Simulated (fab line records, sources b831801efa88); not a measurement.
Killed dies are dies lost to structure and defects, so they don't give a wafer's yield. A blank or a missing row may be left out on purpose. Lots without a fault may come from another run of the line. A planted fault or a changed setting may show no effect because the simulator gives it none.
Tool commonality check | flow gf180mcu | 12 lots, 36 wafers sampled

WHY IT WAS OPENED
At GF_PSD_RS_MEAS_15 the reading PSD_RS is flagged on 2 of 12 lots. Wafers without a fault read 108.51 ohm/sq, standard deviation 0.28.
Rule: a lot is flagged when every wafer of it that has a number lies more than 4 standard deviations from that mean, or none has a number. The other lots count as sound.

lot  | measured     | on            | PSD_RS (ohm/sq), wafer by wafer | flag
L206 | day 14 08:39 | film_metro-03 | 108.64 108.68 108.93            |
L207 | day 14 14:39 | film_metro-04 | 108.00 108.06 107.99            |
L209 | day 15 12:16 | film_metro-03 | 108.97 108.61 108.65            |
L212 | day 16 15:05 | film_metro-04 | 108.18 108.46 108.39            |
L213 | day 16 22:08 | film_metro-02 | 113.96 113.58 114.17            | FLAGGED
L214 | day 17 03:59 | film_metro-03 | 113.87 114.03 113.97            | FLAGGED
L218 | day 18 06:57 | film_metro-02 | 108.36 108.10 107.94            |
L223 | day 20 05:18 | film_metro-03 | 108.56 108.75 108.49            |
L225 | day 21 00:10 | film_metro-04 | 108.05 108.42 107.88            |
L227 | day 21 13:10 | film_metro-04 | 108.57 108.75 108.85            |
L228 | day 22 03:06 | film_metro-03 | 108.62 109.10 108.67            |
L229 | day 22 03:47 | film_metro-03 | 108.44 108.66 108.72            |
The numbers of the flagged lots are 113.93 ohm/sq on average: +5.42 ohm/sq against the usual, or +19 standard deviations.

WHICH TOOL RAN EACH LOT
The record holds 3 process steps before the reading, out of a route of 602 steps. In each cell: the tool, then ch and the chambers that the sampled wafers went through, then the start.
lot  | flag    | GF_HV_LDD_STRIP_37                   | GF_PSD_IMPLANT_09               | GF_PSD_STRIP_10
L206 |         | plasma_asher-03 ch 0,1, day 11 16:23 | implanter-02 ch 0, day 14 08:05 | plasma_asher-02 ch 0,1, day 14 08:13
L207 |         | plasma_asher-04 ch 0, day 11 22:09   | implanter-01 ch 0, day 14 14:05 | plasma_asher-03 ch 0,1, day 14 14:14
L209 |         | plasma_asher-04 ch 0,1, day 12 17:54 | implanter-04 ch 0, day 15 11:42 | plasma_asher-01 ch 0,1, day 15 11:50
L212 |         | plasma_asher-03 ch 0,1, day 13 17:20 | implanter-02 ch 0, day 16 14:32 | plasma_asher-01 ch 0,1, day 16 14:40
L213 | FLAGGED | plasma_asher-04 ch 0,1, day 14 00:18 | implanter-02 ch 0, day 16 21:30 | plasma_asher-03 ch 0,1, day 16 21:38
L214 | FLAGGED | plasma_asher-04 ch 0,1, day 14 05:30 | implanter-02 ch 0, day 17 03:21 | plasma_asher-01 ch 0, day 17 03:29
L218 |         | plasma_asher-03 ch 0,1, day 15 07:31 | implanter-04 ch 0, day 18 06:24 | plasma_asher-02 ch 0,1, day 18 06:32
L223 |         | plasma_asher-04 ch 1, day 17 01:54   | implanter-04 ch 0, day 20 04:44 | plasma_asher-02 ch 1, day 20 04:53
L225 |         | plasma_asher-04 ch 0,1, day 17 17:50 | implanter-04 ch 0, day 20 23:36 | plasma_asher-01 ch 0,1, day 20 23:44
L227 |         | plasma_asher-03 ch 0,1, day 18 08:12 | implanter-04 ch 0, day 21 12:35 | plasma_asher-02 ch 0,1, day 21 12:44
L228 |         | plasma_asher-02 ch 0,1, day 18 21:24 | implanter-01 ch 0, day 22 02:32 | plasma_asher-03 ch 0,1, day 22 02:41
L229 |         | plasma_asher-02 ch 0,1, day 18 23:12 | implanter-01 ch 0, day 22 03:11 | plasma_asher-01 ch 0,1, day 22 03:19
What these steps do:
- GF_HV_LDD_STRIP_37: strips in O2/N2.
- GF_PSD_IMPLANT_09
- GF_PSD_STRIP_10: strips in O2/N2.
- GF_PSD_RS_MEAS_15: measures by four-point-probe.

FLAGGED OVER TOTAL, TOOL BY TOOL (the gauges that took the reading come last)
step               | tool            | lots run | flagged | share of the flagged lots | sound lots run after its first flagged lot
GF_HV_LDD_STRIP_37 | plasma_asher-02 | 2        | 0       | none                      | -
GF_HV_LDD_STRIP_37 | plasma_asher-03 | 4        | 0       | none                      | -
GF_HV_LDD_STRIP_37 | plasma_asher-04 | 6        | 2       | all                       | 2 (L223,L225)
GF_PSD_IMPLANT_09  | implanter-01    | 3        | 0       | none                      | -
GF_PSD_IMPLANT_09  | implanter-02    | 4        | 2       | all                       | 0
GF_PSD_IMPLANT_09  | implanter-04    | 5        | 0       | none                      | -
GF_PSD_STRIP_10    | plasma_asher-01 | 5        | 1       | some                      | 2 (L225,L229)
GF_PSD_STRIP_10    | plasma_asher-02 | 4        | 0       | none                      | -
GF_PSD_STRIP_10    | plasma_asher-03 | 3        | 1       | some                      | 1 (L228)
GF_PSD_RS_MEAS_15  | film_metro-02   | 2        | 1       | some                      | 1 (L218)
GF_PSD_RS_MEAS_15  | film_metro-03   | 6        | 1       | some                      | 3 (L223,L228,L229)
GF_PSD_RS_MEAS_15  | film_metro-04   | 4        | 0       | none                      | -

WHAT THE TABLE ALLOWS
2 rows of the table ran every flagged lot: plasma_asher-04 at GF_HV_LDD_STRIP_37, implanter-02 at GF_PSD_IMPLANT_09.
- plasma_asher-04 at GF_HV_LDD_STRIP_37: 2 of its 6 lots flagged. Sound lots ran on it after the first flagged one (L223, L225), which a lasting fault on the whole tool wouldn't allow.
- implanter-02 at GF_PSD_IMPLANT_09: 2 of its 4 lots flagged. Its last sound lot is L212 (day 16 14:32), its first flagged lot L213 (day 16 21:30): a fault that began between those two fits. Its own readings lie more than 4 standard deviations out on every wafer of the flagged lots: beam_energy_keV.
One tool is left: implanter-02 at GF_PSD_IMPLANT_09.

WHAT THE SIMULATOR HAD PUT IN
Process parameter drift: implanter-02, from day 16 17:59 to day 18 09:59, at GF_PSD_IMPLANT_09. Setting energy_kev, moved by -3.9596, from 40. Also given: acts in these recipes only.
Lots struck among those shown: L213, L214. The rule above found the same.
